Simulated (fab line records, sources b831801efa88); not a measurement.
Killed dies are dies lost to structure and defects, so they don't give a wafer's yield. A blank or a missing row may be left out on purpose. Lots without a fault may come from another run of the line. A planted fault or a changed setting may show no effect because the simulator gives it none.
fab line records | flow gf180mcu
record lots=5 wafers=15 last_day=34
route steps=602 shown DNWELL@32 NWELL@42 LVPWELL@54 MVSD@66 MVPSD@78
lots that met no fault: from a run of the same line without faults
start_h: hours from the record's first day to the start of the lot's first wafer shown | wait_h: hours since the lot's step before | " the same as in the row above | L1.1+2: a row that stands for several wafers | - no value, or no start given | * or withheld: withheld | < > ~ a bound
route shown NAME@n: a module of which the file shows steps, and the number in the route of the first | usual: mean/standard deviation of fault-free wafers | same: alike in all rows | chamber/n: place in a boat | sites: the reading at each site | _std_site: their standard deviation | _edge_site: outer sites' mean less inner sites' | radius_mm: how far each site lies from the wafer's centre | mask NAME#n: copy n | behind: the tool/chamber that last shaped the wafer | hold: why the lot was held/for how many hours/how that ended | device: the transistor (n, p or np) that didn't switch | end of line: the same wafers' tests at the end of the route | a step without rows: its recipe alone | killed: dies lost to structure and defects at the first sort, not the wafer's yield | map: a wafer's dies, x killed, . not, _ none there
set.NAME: the setting as run; set.NAME@STEP: as run at that earlier step | model.NAME: the simulator's own value behind a step, which no gauge read
lots at some steps of the route; a table a step, a row a wafer
services: from which hour (start_h, from the record's first day; less than 0 if before it) a tool's chamber was out of use, for how many hours, and why
## steps
# step GF_DNWELL_DEHYDRATE_00
# recipe temp_c=200 time_s=60
# columns lot.wafer tool chamber start_h wait_h
L076.2+3+6 litho_track-03 0 48.50 5.5
L086.1+2+5 litho_track-02 0 98.95 6.0
L088.1+2+3 litho_track-02 0 109.35 6.5
L093.1+2+4 litho_track-01 0 142.53 5.9
L097.1+4+5 litho_track-02 0 156.05 7.4
# step GF_DNWELL_HMDS_01
# recipe prime_time_s=60 prime_temp_c=120
# columns lot.wafer tool chamber start_h wait_h
L076.2+3+6 litho_track-03 0 48.65 0.1
L086.1+2+5 litho_track-02 0 99.10 0.1
L088.1+2+3 litho_track-02 0 109.50 0.1
L093.1+2+4 litho_track-01 0 142.68 0.1
L097.1+4+5 litho_track-02 0 156.20 0.1
# step GF_DNWELL_COAT_02
# recipe spin_rpm=2000 resist_thk_nm=3000
# columns lot.wafer tool chamber start_h wait_h
L076.2+3+6 litho_track-03 0 48.80 0.1
L086.1+2+5 litho_track-02 0 99.25 0.1
L088.1+2+3 litho_track-02 0 109.65 0.1
L093.1+2+4 litho_track-01 0 142.83 0.1
L097.1+4+5 litho_track-02 0 156.35 0.1
# step GF_DNWELL_SOFTBAKE_03
# recipe temp_c=110 time_s=withheld
# columns lot.wafer tool chamber start_h wait_h
L076.2+3+6 litho_track-03 0 48.96 0.1
L086.1+2+5 litho_track-02 0 99.40 0.1
L088.1+2+3 litho_track-02 0 109.80 0.1
L093.1+2+4 litho_track-01 0 142.98 0.1
L097.1+4+5 litho_track-02 0 156.50 0.1
# step GF_DNWELL_EXPOSE_04
# recipe mask_id=DNWELL target_cd_nm=1700 na=0.6 source_shape=conventional sigma_outer=0.6 dose_mj=260
# columns lot.wafer tool chamber start_h wait_h mask
L076.2+3+6 iline_stepper-01 0 - - DNWELL#0
L086.1+2+5 iline_stepper-02 0 - - DNWELL#0
L088.1+2+3 iline_stepper-02 0 - - DNWELL#0
L093.1+2+4 iline_stepper-01 0 - - DNWELL#0
L097.1+4+5 iline_stepper-01 0 - - DNWELL#0
# step GF_DNWELL_PEB_05
# recipe temp_c=115 time_s=withheld
# columns lot.wafer tool chamber start_h wait_h
L076.2+3+6 litho_track-01 0 - -
L086.1+2+5 litho_track-02 0 - -
L088.1+2+3 litho_track-03 0 - -
L093.1+2+4 litho_track-02 0 - -
L097.1+4+5 litho_track-01 0 - -
# step GF_DNWELL_DEVELOP_06
# recipe wall_angle_deg=90 develop_time_s=60 dev_temp_c=23
# columns lot.wafer tool chamber start_h wait_h
L076.2+3+6 litho_track-01 0 - -
L086.1+2+5 litho_track-02 0 - -
L088.1+2+3 litho_track-03 0 - -
L093.1+2+4 litho_track-02 0 - -
L097.1+4+5 litho_track-01 0 - -
# step GF_DNWELL_IMPLANT_07
# recipe species=P energy_kev=1500 dose_cm2=1e+13 tilt_deg=0
# usual faraday_current_uA=56.3/1.1
# columns lot.wafer tool chamber start_h wait_h faraday_current_uA
L076.2 implanter-03 0 55.61 - 57.1
L076.3 " 0 " " 55.6
L076.6 " 0 " " 56.8
L086.1 implanter-02 0 106.65 - 57.1
L086.2 " 0 " " 56.7
L086.5 " 0 " " 56.7
L088.1 implanter-02 0 117.13 - 55.4
L088.2 " 0 " " 57.7
L088.3 " 0 " " 57.2
L093.1 implanter-03 0 151.10 - 56.5
L093.2 " 0 " " 56.2
L093.4 " 0 " " 55.8
L097.1 implanter-02 0 164.43 - 56.0
L097.4 " 0 " " 55.8
L097.5 " 0 " " 54.1
# step GF_DNWELL_STRIP_08
# recipe chemistry=O2/N2 power_w=1400 pressure_mtorr=1500 platen_temp_c=250 o2_flow_sccm=3000 n2_flow_sccm=300 overash_fraction=0.5
# usual drypump_motor_current_A=5.8/0.42 heater_power_w=340/64 oes_product_au=0.722/0.0046 platen_temp_c=250.01/0.15 strip_time_to_endpoint_s=36.99/0.1
# columns lot.wafer tool chamber start_h wait_h drypump_motor_current_A heater_power_w oes_product_au platen_temp_c rf_hours_counter_h strip_time_to_endpoint_s
L076.2 plasma_asher-04 0 55.73 0.1 5.9 431 0.721 250.04 41 36.99
L076.3 " 1 " " 6.2 326 0.722 249.87 - 37.00
L076.6 " 0 " " 5.8 446 0.722 249.88 - 37.08
L086.1 plasma_asher-03 0 106.80 0.1 5.0 265 0.717 250.15 49 36.87
L086.2 " 1 " " 6.1 287 0.720 250.12 49 37.02
L086.5 " 0 " " 5.0 267 0.720 250.13 - 36.99
L088.1 plasma_asher-03 1 117.28 0.1 6.1 291 0.714 249.78 51 37.02
L088.2 " 0 " " 5.0 265 0.730 249.98 51 37.00
L088.3 " 0 " " 5.0 270 0.721 250.10 - 36.96
L093.1 plasma_asher-04 1 151.25 0.1 6.1 319 0.726 249.88 51 37.04
L093.2 " 0 " " 5.9 434 0.729 249.84 51 37.01
L093.4 " 1 " " 6.2 316 0.713 249.92 - 37.03
L097.1 plasma_asher-03 1 164.58 0.1 6.1 291 0.717 250.08 56 37.06
L097.4 " 0 " " 5.0 263 0.715 250.23 - 37.00
L097.5 " 0 " " 5.0 264 0.717 250.33 - 37.08
# step GF_DNWELL_TW_MEAS_09
# usual DNWELL_TW=1362/11
# columns lot.wafer tool chamber start_h wait_h DNWELL_TW
L076.2 film_metro-03 - 55.84 0.1 1354
L076.3 " - " " 1369
L076.6 " - " " 1361
L086.1 film_metro-03 - 106.90 0.1 1359
L086.2 " - " " 1353
L086.5 " - " " 1355
L088.1 film_metro-02 - 117.38 0.1 1354
L088.2 " - " " 1354
L088.3 " - " " 1351
L093.1 film_metro-02 - 151.36 0.1 1366
L093.2 " - " " 1363
L093.4 " - " " 1372
L097.1 film_metro-02 - 164.68 0.1 1366
L097.4 " - " " 1376
L097.5 " - " " 1371
# step GF_NWELL_DEHYDRATE_00
# recipe temp_c=200 time_s=60
# columns lot.wafer tool chamber start_h wait_h
L076.2+3+6 litho_track-04 0 61.94 6.1
L086.1+2+5 litho_track-04 0 113.27 6.4
L088.1+2+3 litho_track-03 0 124.18 6.8
L093.1+2+4 litho_track-04 0 158.02 6.6
L097.1+4+5 litho_track-03 0 172.17 7.5
# step GF_NWELL_HMDS_01
# recipe prime_time_s=60 prime_temp_c=120
# columns lot.wafer tool chamber start_h wait_h
L076.2+3+6 litho_track-04 0 62.09 0.1
L086.1+2+5 litho_track-04 0 113.42 0.1
L088.1+2+3 litho_track-03 0 124.33 0.1
L093.1+2+4 litho_track-04 0 158.17 0.1
L097.1+4+5 litho_track-03 0 172.32 0.1
# step GF_NWELL_COAT_02
# recipe spin_rpm=2000 resist_thk_nm=3000
# columns lot.wafer tool chamber start_h wait_h
L076.2+3+6 litho_track-04 0 62.24 0.1
L086.1+2+5 litho_track-04 0 113.57 0.1
L088.1+2+3 litho_track-03 0 124.48 0.1
L093.1+2+4 litho_track-04 0 158.32 0.1
L097.1+4+5 litho_track-03 0 172.47 0.1
# step GF_NWELL_SOFTBAKE_03
# recipe temp_c=110 time_s=withheld
# columns lot.wafer tool chamber start_h wait_h
L076.2+3+6 litho_track-04 0 62.40 0.1
L086.1+2+5 litho_track-04 0 113.72 0.1
L088.1+2+3 litho_track-03 0 124.63 0.1
L093.1+2+4 litho_track-04 0 158.47 0.1
L097.1+4+5 litho_track-03 0 172.62 0.1
# step GF_NWELL_EXPOSE_04
# recipe mask_id=Nwell target_cd_nm=860 na=0.6 source_shape=conventional sigma_outer=0.6 dose_mj=260
# columns lot.wafer tool chamber start_h wait_h mask
L076.2+3+6 iline_stepper-02 0 - - Nwell#0
L086.1+2+5 iline_stepper-02 0 - - Nwell#0
L088.1+2+3 iline_stepper-02 0 - - Nwell#0
L093.1+2+4 iline_stepper-02 0 - - Nwell#0
L097.1+4+5 iline_stepper-02 0 - - Nwell#0
# step GF_NWELL_PEB_05
# recipe temp_c=115 time_s=withheld
# columns lot.wafer tool chamber start_h wait_h
L076.2+3+6 litho_track-04 0 - -
L086.1+2+5 litho_track-03 0 - -
L088.1+2+3 litho_track-04 0 - -
L093.1+2+4 litho_track-01 0 - -
L097.1+4+5 litho_track-03 0 - -
# step GF_NWELL_DEVELOP_06
# recipe wall_angle_deg=90 develop_time_s=60 dev_temp_c=23
# columns lot.wafer tool chamber start_h wait_h
L076.2+3+6 litho_track-04 0 - -
L086.1+2+5 litho_track-03 0 - -
L088.1+2+3 litho_track-04 0 - -
L093.1+2+4 litho_track-01 0 - -
L097.1+4+5 litho_track-03 0 - -
# step GF_NWELL_OVL_MEAS_07
# usual NWELL_OVL=-0.2/1.5
# columns lot.wafer tool chamber start_h wait_h NWELL_OVL[nm]
L076.2 overlay-01 - 69.17 - -0.3
L076.3 " - " " -0.9
L076.6 " - " " 0.6
L086.1 overlay-01 - 121.58 - 1.4
L086.2 " - " " -0.7
L086.5 " - " " -2.0
L088.1 overlay-02 - 131.97 - 0.7
L088.2 " - " " 0.9
L088.3 " - " " 2.4
L093.1 overlay-01 - 166.88 - -2.2
L093.2 " - " " -1.0
L093.4 " - " " -1.3
L097.1 overlay-01 - 181.02 - -0.2
L097.4 " - " " 0.5
L097.5 " - " " -0.4
# step GF_NWELL_IMPLANT_08
# recipe species=P energy_kev=450 dose_cm2=1.5e+13 tilt_deg=0
# usual faraday_current_uA=84.9/1.6
# columns lot.wafer tool chamber start_h wait_h faraday_current_uA
L076.2 implanter-03 0 69.23 0.0 81.9
L076.3 " 0 " " 84.9
L076.6 " 0 " " 84.9
L086.1 implanter-03 0 121.61 0.0 85.0
L086.2 " 0 " " 86.3
L086.5 " 0 " " 84.9
L088.1 implanter-03 0 132.00 0.0 86.1
L088.2 " 0 " " 88.3
L088.3 " 0 " " 84.8
L093.1 implanter-03 0 166.92 0.0 85.6
L093.2 " 0 " " 85.6
L093.4 " 0 " " 82.2
L097.1 implanter-03 0 181.06 0.0 82.7
L097.4 " 0 " " 83.0
L097.5 " 0 " " 85.0
# step GF_NWELL_IMPLANT_09
# recipe species=P energy_kev=160 dose_cm2=4e+12 tilt_deg=0
# usual faraday_current_uA=22.6/0.42
# columns lot.wafer tool chamber start_h wait_h faraday_current_uA
L076.2 implanter-03 0 69.38 0.1 22.4
L076.3 " 0 " " 22.6
L076.6 " 0 " " 22.8
L086.1 implanter-03 0 121.76 0.1 22.7
L086.2 " 0 " " 22.9
L086.5 " 0 " " 22.5
L088.1 implanter-03 0 132.15 0.1 22.5
L088.2 " 0 " " 22.6
L088.3 " 0 " " 23.4
L093.1 implanter-03 0 167.07 0.1 23.3
L093.2 " 0 " " 21.8
L093.4 " 0 " " 22.3
L097.1 implanter-03 0 181.21 0.1 22.8
L097.4 " 0 " " 22.7
L097.5 " 0 " " 22.5
# step GF_NWELL_STRIP_10
# recipe chemistry=O2/N2 power_w=1400 pressure_mtorr=1500 platen_temp_c=250 o2_flow_sccm=3000 n2_flow_sccm=300 overash_fraction=0.5
# usual drypump_motor_current_A=5.6/0.47 heater_power_w=346/55 oes_product_au=0.722/0.0047 platen_temp_c=250.02/0.19 strip_time_to_endpoint_s=36.96/0.11
# columns lot.wafer tool chamber start_h wait_h drypump_motor_current_A heater_power_w oes_product_au platen_temp_c rf_hours_counter_h strip_time_to_endpoint_s
L076.2 plasma_asher-01 1 69.50 0.1 5.7 339 0.721 249.83 45 37.05
L076.3 " 0 " " 6.3 408 0.725 249.96 - 37.03
L076.6 " 1 " " 5.7 338 0.724 249.60 - 37.01
L086.1 plasma_asher-03 1 121.91 0.1 6.1 292 0.721 250.10 51 36.89
L086.2 " 0 " " 5.0 262 0.723 249.71 51 36.95
L086.5 " 1 " " 6.1 291 0.718 250.41 - 36.84
L088.1 plasma_asher-02 0 132.30 0.1 5.1 309 0.721 250.42 26 37.07
L088.2 " 1 " " 5.2 416 0.739 250.05 26 37.06
L088.3 " 1 " " 5.2 423 0.719 250.07 - 36.99
L093.1 plasma_asher-02 0 167.22 0.1 5.2 314 0.722 250.16 29 36.95
L093.2 " 1 " " 5.2 418 0.722 249.98 29 36.89
L093.4 " 0 " " 5.2 312 0.719 250.29 - 36.97
L097.1 plasma_asher-01 1 181.36 0.1 5.7 334 0.722 250.28 6 37.14
L097.4 " 0 " " 6.2 420 0.720 249.69 - 37.10
L097.5 " 1 " " 5.7 340 0.725 249.92 - 36.94
# step GF_NWELL_TW_MEAS_11
# usual NWELL_TW=1588/8.1
# columns lot.wafer tool chamber start_h wait_h NWELL_TW
L076.2 film_metro-01 - 69.61 0.1 1608
L076.3 " - " " 1597
L076.6 " - " " 1593
L086.1 film_metro-02 - 122.01 0.1 1581
L086.2 " - " " 1585
L086.5 " - " " 1585
L088.1 film_metro-01 - 132.40 0.1 1591
L088.2 " - " " 1582
L088.3 " - " " 1593
L093.1 film_metro-01 - 167.32 0.1 1594
L093.2 " - " " 1583
L093.4 " - " " 1583
L097.1 film_metro-04 - 181.46 0.1 1575
L097.4 " - " " 1565
L097.5 " - " " 1571
# step GF_LVPWELL_DEHYDRATE_00
# recipe temp_c=200 time_s=60
# columns lot.wafer tool chamber start_h wait_h
L076.2+3+6 litho_track-01 0 75.11 5.5
L086.1+2+5 litho_track-04 0 128.57 6.5
L088.1+2+3 litho_track-02 0 138.90 6.5
L093.1+2+4 litho_track-04 0 174.92 7.6
L097.1+4+5 litho_track-01 0 189.33 7.9
# step GF_LVPWELL_HMDS_01
# recipe prime_time_s=60 prime_temp_c=120
# columns lot.wafer tool chamber start_h wait_h
L076.2+3+6 litho_track-01 0 75.26 0.1
L086.1+2+5 litho_track-04 0 128.72 0.1
L088.1+2+3 litho_track-02 0 139.05 0.1
L093.1+2+4 litho_track-04 0 175.07 0.1
L097.1+4+5 litho_track-01 0 189.48 0.1
# step GF_LVPWELL_COAT_02
# recipe spin_rpm=2000 resist_thk_nm=3000
# columns lot.wafer tool chamber start_h wait_h
L076.2+3+6 litho_track-01 0 75.41 0.1
L086.1+2+5 litho_track-04 0 128.87 0.1
L088.1+2+3 litho_track-02 0 139.20 0.1
L093.1+2+4 litho_track-04 0 175.22 0.1
L097.1+4+5 litho_track-01 0 189.63 0.1
# step GF_LVPWELL_SOFTBAKE_03
# recipe temp_c=110 time_s=withheld
# columns lot.wafer tool chamber start_h wait_h
L076.2+3+6 litho_track-01 0 75.57 0.1
L086.1+2+5 litho_track-04 0 129.02 0.1
L088.1+2+3 litho_track-02 0 139.35 0.1
L093.1+2+4 litho_track-04 0 175.37 0.1
L097.1+4+5 litho_track-01 0 189.78 0.1
# step GF_LVPWELL_EXPOSE_04
# recipe mask_id=LVPWELL target_cd_nm=600 na=0.6 source_shape=conventional sigma_outer=0.6 dose_mj=260
# columns lot.wafer tool chamber start_h wait_h mask
L076.2+3+6 iline_stepper-02 0 - - LVPWELL#0
L086.1+2+5 iline_stepper-02 0 - - LVPWELL#0
L088.1+2+3 iline_stepper-02 0 - - LVPWELL#0
L093.1+2+4 iline_stepper-01 0 - - LVPWELL#0
L097.1+4+5 iline_stepper-01 0 - - LVPWELL#0
# step GF_LVPWELL_PEB_05
# recipe temp_c=115 time_s=withheld
# columns lot.wafer tool chamber start_h wait_h
L076.2+3+6 litho_track-04 0 - -
L086.1+2+5 litho_track-04 0 - -
L088.1+2+3 litho_track-01 0 - -
L093.1+2+4 litho_track-01 0 - -
L097.1+4+5 litho_track-04 0 - -
# step GF_LVPWELL_DEVELOP_06
# recipe wall_angle_deg=90 develop_time_s=60 dev_temp_c=23
# columns lot.wafer tool chamber start_h wait_h
L076.2+3+6 litho_track-04 0 - -
L086.1+2+5 litho_track-04 0 - -
L088.1+2+3 litho_track-01 0 - -
L093.1+2+4 litho_track-01 0 - -
L097.1+4+5 litho_track-04 0 - -
# step GF_LVPWELL_OVL_MEAS_07
# usual LVPWELL_OVL=-1.4/1.2
# columns lot.wafer tool chamber start_h wait_h LVPWELL_OVL[nm]
L076.2 overlay-02 - 82.32 - -1.9
L076.3 " - " " -0.9
L076.6 " - " " -0.8
L086.1 overlay-02 - 136.12 - -1.2
L086.2 " - " " -2.6
L086.5 " - " " -1.6
L088.1 overlay-02 - 146.83 - -1.7
L088.2 " - " " -2.0
L088.3 " - " " -2.5
L093.1 overlay-02 - 183.63 - 0.0
L093.2 " - " " -2.4
L093.4 " - " " 0.8
L097.1 overlay-01 - 198.02 - -1.8
L097.4 " - " " -2.6
L097.5 " - " " 0.3
# step GF_LVPWELL_IMPLANT_08
# recipe species=B energy_kev=170 dose_cm2=1.5e+13 tilt_deg=0
# usual faraday_current_uA=84.4/1.6
# columns lot.wafer tool chamber start_h wait_h faraday_current_uA
L076.2 implanter-04 0 82.38 0.0 83.4
L076.3 " 0 " " 85.1
L076.6 " 0 " " 83.1
L086.1 implanter-01 0 136.15 0.0 84.7
L086.2 " 0 " " 84.8
L086.5 " 0 " " 83.4
L088.1 implanter-02 0 146.87 0.0 86.3
L088.2 " 0 " " 86.2
L088.3 " 0 " " 85.4
L093.1 implanter-02 0 183.67 0.0 83.2
L093.2 " 0 " " 87.5
L093.4 " 0 " " 87.1
L097.1 implanter-04 0 198.05 0.0 84.8
L097.4 " 0 " " 87.0
L097.5 " 0 " " 83.0
# step GF_LVPWELL_IMPLANT_09
# recipe species=B energy_kev=60 dose_cm2=5e+12 tilt_deg=0
# usual faraday_current_uA=28.2/0.55
# columns lot.wafer tool chamber start_h wait_h faraday_current_uA
L076.2 implanter-04 0 82.53 0.1 28.0
L076.3 " 0 " " 29.2
L076.6 " 0 " " 28.5
L086.1 implanter-01 0 136.30 0.1 28.3
L086.2 " 0 " " 28.8
L086.5 " 0 " " 29.1
L088.1 implanter-02 0 147.02 0.1 28.6
L088.2 " 0 " " 27.9
L088.3 " 0 " " 27.3
L093.1 implanter-02 0 183.82 0.1 28.2
L093.2 " 0 " " 28.3
L093.4 " 0 " " 27.7
L097.1 implanter-04 0 198.20 0.1 28.0
L097.4 " 0 " " 28.3
L097.5 " 0 " " 28.4
# step GF_LVPWELL_STRIP_10
# recipe chemistry=O2/N2 power_w=1400 pressure_mtorr=1500 platen_temp_c=250 o2_flow_sccm=3000 n2_flow_sccm=300 overash_fraction=0.5
# usual drypump_motor_current_A=5.7/0.43 heater_power_w=373/55 oes_product_au=0.722/0.0045 platen_temp_c=250.01/0.19 strip_time_to_endpoint_s=36.94/0.097
# columns lot.wafer tool chamber start_h wait_h drypump_motor_current_A heater_power_w oes_product_au platen_temp_c rf_hours_counter_h strip_time_to_endpoint_s
L076.2 plasma_asher-02 1 82.65 0.1 5.2 418 0.724 250.18 20 36.91
L076.3 " 1 " " 5.2 409 0.720 249.90 - 36.91
L076.6 " 1 " " 5.2 413 0.721 250.13 - 36.92
L086.1 plasma_asher-02 0 136.45 0.1 5.2 311 0.722 249.86 26 36.97
L086.2 " 1 " " 5.2 410 0.720 250.12 26 37.03
L086.5 " 0 " " 5.1 319 0.721 250.11 - 36.96
L088.1 plasma_asher-04 0 147.17 0.1 5.9 432 0.725 250.33 51 36.89
L088.2 " 1 " " 6.2 328 0.730 250.10 51 36.91
L088.3 " 1 " " 6.1 323 0.726 249.70 - 37.01
L093.1 plasma_asher-02 1 183.97 0.1 5.2 410 0.725 249.87 31 37.01
L093.2 " 0 " " 5.2 315 0.724 250.04 31 37.00
L093.4 " 0 " " 5.1 316 0.726 250.15 - 37.04
L097.1 plasma_asher-01 0 198.35 0.1 6.2 418 0.721 249.71 8 36.91
L097.4 " 0 " " 6.2 421 0.721 250.07 - 36.89
L097.5 " 0 " " 6.2 420 0.720 249.87 - 36.95
# step GF_LVPWELL_TW_MEAS_11
# usual LVPWELL_TW=565.1/2.4
# columns lot.wafer tool chamber start_h wait_h LVPWELL_TW
L076.2 film_metro-01 - 82.76 0.1 565.4
L076.3 " - " " 561.5
L076.6 " - " " 568.8
L086.1 film_metro-02 - 136.55 0.1 566.5
L086.2 " - " " 563.2
L086.5 " - " " 563.2
L088.1 film_metro-04 - 147.27 0.1 566.5
L088.2 " - " " 566.1
L088.3 " - " " 568.8
L093.1 film_metro-02 - 184.07 0.1 560.8
L093.2 " - " " 561.5
L093.4 " - " " 561.8
L097.1 film_metro-04 - 198.45 0.1 564.4
L097.4 " - " " 560.4
L097.5 " - " " 561.1
# step GF_MVSD_DEHYDRATE_00
# recipe temp_c=200 time_s=60
# columns lot.wafer tool chamber start_h wait_h
L076.2+3+6 litho_track-02 0 88.97 6.2
L086.1+2+5 litho_track-04 0 142.92 6.4
L088.1+2+3 litho_track-02 0 154.45 7.2
L093.1+2+4 litho_track-02 0 191.65 7.6
L097.1+4+5 litho_track-03 0 206.62 8.2
# step GF_MVSD_HMDS_01
# recipe prime_time_s=60 prime_temp_c=120
# columns lot.wafer tool chamber start_h wait_h
L076.2+3+6 litho_track-02 0 89.12 0.1
L086.1+2+5 litho_track-04 0 143.07 0.1
L088.1+2+3 litho_track-02 0 154.60 0.1
L093.1+2+4 litho_track-02 0 191.80 0.1
L097.1+4+5 litho_track-03 0 206.77 0.1
# step GF_MVSD_COAT_02
# recipe spin_rpm=2000 resist_thk_nm=3000
# columns lot.wafer tool chamber start_h wait_h
L076.2+3+6 litho_track-02 0 89.27 0.1
L086.1+2+5 litho_track-04 0 143.22 0.1
L088.1+2+3 litho_track-02 0 154.75 0.1
L093.1+2+4 litho_track-02 0 191.95 0.1
L097.1+4+5 litho_track-03 0 206.92 0.1
# step GF_MVSD_SOFTBAKE_03
# recipe temp_c=110 time_s=withheld
# columns lot.wafer tool chamber start_h wait_h
L076.2+3+6 litho_track-02 0 89.43 0.1
L086.1+2+5 litho_track-04 0 143.37 0.1
L088.1+2+3 litho_track-02 0 154.90 0.1
L093.1+2+4 litho_track-02 0 192.10 0.1
L097.1+4+5 litho_track-03 0 207.07 0.1
# step GF_MVSD_EXPOSE_04
# recipe mask_id=MVSD target_cd_nm=1000 na=0.6 source_shape=conventional sigma_outer=0.6 dose_mj=260
# columns lot.wafer tool chamber start_h wait_h mask
L076.2+3+6 iline_stepper-02 0 - - MVSD#0
L086.1+2+5 iline_stepper-02 0 - - MVSD#0
L088.1+2+3 iline_stepper-01 0 - - MVSD#0
L093.1+2+4 iline_stepper-01 0 - - MVSD#0
L097.1+4+5 iline_stepper-01 0 - - MVSD#0
# step GF_MVSD_PEB_05
# recipe temp_c=115 time_s=withheld
# columns lot.wafer tool chamber start_h wait_h
L076.2+3+6 litho_track-04 0 - -
L086.1+2+5 litho_track-03 0 - -
L088.1+2+3 litho_track-02 0 - -
L093.1+2+4 litho_track-04 0 - -
L097.1+4+5 litho_track-03 0 - -
# step GF_MVSD_DEVELOP_06
# recipe wall_angle_deg=90 develop_time_s=60 dev_temp_c=23
# columns lot.wafer tool chamber start_h wait_h
L076.2+3+6 litho_track-04 0 - -
L086.1+2+5 litho_track-03 0 - -
L088.1+2+3 litho_track-02 0 - -
L093.1+2+4 litho_track-04 0 - -
L097.1+4+5 litho_track-03 0 - -
# step GF_MVSD_OVL_MEAS_07
# usual MVSD_OVL=-0.1/1.4
# columns lot.wafer tool chamber start_h wait_h MVSD_OVL[nm]
L076.2 overlay-01 - 96.22 - -1.8
L076.3 " - " " -1.5
L076.6 " - " " -0.9
L086.1 overlay-02 - 151.12 - 0.9
L086.2 " - " " -0.1
L086.5 " - " " 3.2
L088.1 overlay-01 - 162.90 - 1.4
L088.2 " - " " -1.1
L088.3 " - " " 0.8
L093.1 overlay-02 - 200.32 - 0.7
L093.2 " - " " 0.6
L093.4 " - " " 1.5
L097.1 overlay-01 - 216.02 - -1.4
L097.4 " - " " 0.3
L097.5 " - " " -2.0
# step GF_MVSD_IMPLANT_08
# recipe species=P energy_kev=400 dose_cm2=1.6e+13 tilt_deg=0
# usual faraday_current_uA=90.6/1.8
# columns lot.wafer tool chamber start_h wait_h faraday_current_uA
L076.2 implanter-04 0 96.28 0.0 93.3
L076.3 " 0 " " 92.8
L076.6 " 0 " " 90.5
L086.1 implanter-04 0 151.16 0.0 89.3
L086.2 " 0 " " 92.0
L086.5 " 0 " " 88.2
L088.1 implanter-02 0 162.93 0.0 91.8
L088.2 " 0 " " 92.2
L088.3 " 0 " " 91.8
L093.1 implanter-03 0 200.35 0.0 89.3
L093.2 " 0 " " 90.0
L093.4 " 0 " " 91.1
L097.1 implanter-02 0 216.06 0.0 91.7
L097.4 " 0 " " 90.5
L097.5 " 0 " " 88.8
# step GF_MVSD_IMPLANT_09
# recipe species=P energy_kev=100 dose_cm2=5e+12 tilt_deg=0
# usual faraday_current_uA=28.2/0.54
# columns lot.wafer tool chamber start_h wait_h faraday_current_uA
L076.2 implanter-04 0 96.43 0.1 28.8
L076.3 " 0 " " 28.5
L076.6 " 0 " " 27.9
L086.1 implanter-04 0 151.31 0.1 28.9
L086.2 " 0 " " 27.5
L086.5 " 0 " " 28.3
L088.1 implanter-02 0 163.08 0.1 27.8
L088.2 " 0 " " 27.9
L088.3 " 0 " " 27.7
L093.1 implanter-03 0 200.50 0.1 27.9
L093.2 " 0 " " 29.1
L093.4 " 0 " " 29.0
L097.1 implanter-02 0 216.21 0.1 28.1
L097.4 " 0 " " 27.1
L097.5 " 0 " " 27.6
# step GF_MVSD_STRIP_10
# recipe chemistry=O2/N2 power_w=1400 pressure_mtorr=1500 platen_temp_c=250 o2_flow_sccm=3000 n2_flow_sccm=300 overash_fraction=0.5
# usual drypump_motor_current_A=5.6/0.46 heater_power_w=349/64 oes_product_au=0.723/0.0046 platen_temp_c=249.96/0.17 strip_time_to_endpoint_s=36.99/0.081
# columns lot.wafer tool chamber start_h wait_h drypump_motor_current_A heater_power_w oes_product_au platen_temp_c rf_hours_counter_h strip_time_to_endpoint_s
L076.2 plasma_asher-02 0 96.55 0.1 5.1 314 0.725 249.89 21 37.04
L076.3 " 1 " " 5.1 406 0.720 249.85 - 37.08
L076.6 " 1 " " 5.2 408 0.715 250.01 - 37.03
L086.1 plasma_asher-02 1 151.46 0.1 5.1 411 0.724 249.89 27 37.05
L086.2 " 0 " " 5.1 309 0.724 249.89 27 37.04
L086.5 " 1 " " 5.2 414 0.721 250.01 - 37.02
L088.1 plasma_asher-03 0 163.23 0.1 5.0 267 0.724 249.89 55 36.97
L088.2 " 1 " " 6.1 288 0.732 250.21 55 36.88
L088.3 " 1 " " 6.1 288 0.718 250.25 - 36.95
L093.1 plasma_asher-04 1 200.65 0.1 6.1 313 0.727 249.83 56 37.14
L093.2 " 0 " " 5.9 443 0.729 250.15 56 37.08
L093.4 " 1 " " 6.2 326 0.728 249.60 - 37.24
L097.1 plasma_asher-04 1 216.36 0.1 6.2 315 0.726 250.25 58 37.01
L097.4 " 1 " " 6.2 326 0.725 250.10 - 37.03
L097.5 " 1 " " 6.2 318 0.719 250.23 - 37.01
# step GF_MVSD_TW_MEAS_11
# usual MVSD_TW=1592/7.5
# columns lot.wafer tool chamber start_h wait_h MVSD_TW
L076.2 film_metro-02 - 96.66 0.1 1596
L076.3 " - " " 1588
L076.6 " - " " 1596
L086.1 film_metro-01 - 151.56 0.1 1598
L086.2 " - " " 1598
L086.5 " - " " 1595
L088.1 film_metro-04 - 163.33 0.1 1593
L088.2 " - " " 1595
L088.3 " - " " 1601
L093.1 film_metro-02 - 200.75 0.1 1597
L093.2 " - " " 1593
L093.4 " - " " 1596
L097.1 film_metro-01 - 216.46 0.1 1595
L097.4 " - " " 1603
L097.5 " - " " 1599
# step GF_MVPSD_DEHYDRATE_00
# recipe temp_c=200 time_s=60
# columns lot.wafer tool chamber start_h wait_h
L076.2+3+6 litho_track-01 0 102.76 6.1
L086.1+2+5 litho_track-01 0 158.88 7.3
L088.1+2+3 litho_track-02 0 170.80 7.5
L093.1+2+4 litho_track-02 0 209.30 8.5
L097.1+4+5 litho_track-02 0 224.50 8.0
## services
# columns tool chamber start_h hours kind
implanter-04 - 26.52 0.7 repair
iline_stepper-01 - 39.37 1.7 pm
implanter-02 - 48.45 1.1 repair
iline_stepper-01 - 52.13 2.1 pm
iline_stepper-01 - 54.21 - consumable_replace:lamp
plasma_asher-04 - 61.29 0.4 repair
plasma_asher-03 - 62.59 2.0 repair
iline_stepper-02 0 63.13 - calibration
iline_stepper-01 0 69.99 - calibration
iline_stepper-02 - 83.77 1.7 pm
implanter-03 - 94.00 3.2 repair
plasma_asher-01 - 108.75 9.0 pm
plasma_asher-01 0 108.75 9.0 vent_cycle
plasma_asher-01 1 108.75 9.0 vent_cycle
plasma_asher-01 - 122.43 2.8 pm
implanter-01 - 126.14 1.1 repair
implanter-04 - 141.60 5.4 pm
plasma_asher-01 - 175.44 1.5 repair
implanter-01 - 186.70 21.2 pm
plasma_asher-03 - 194.50 0.7 repair
implanter-02 - 195.54 3.2 repair
implanter-02 - 199.03 7.9 repair
plasma_asher-03 - 209.59 0.6 repair
plasma_asher-01 - 223.42 2.9 repair
## key
fault none
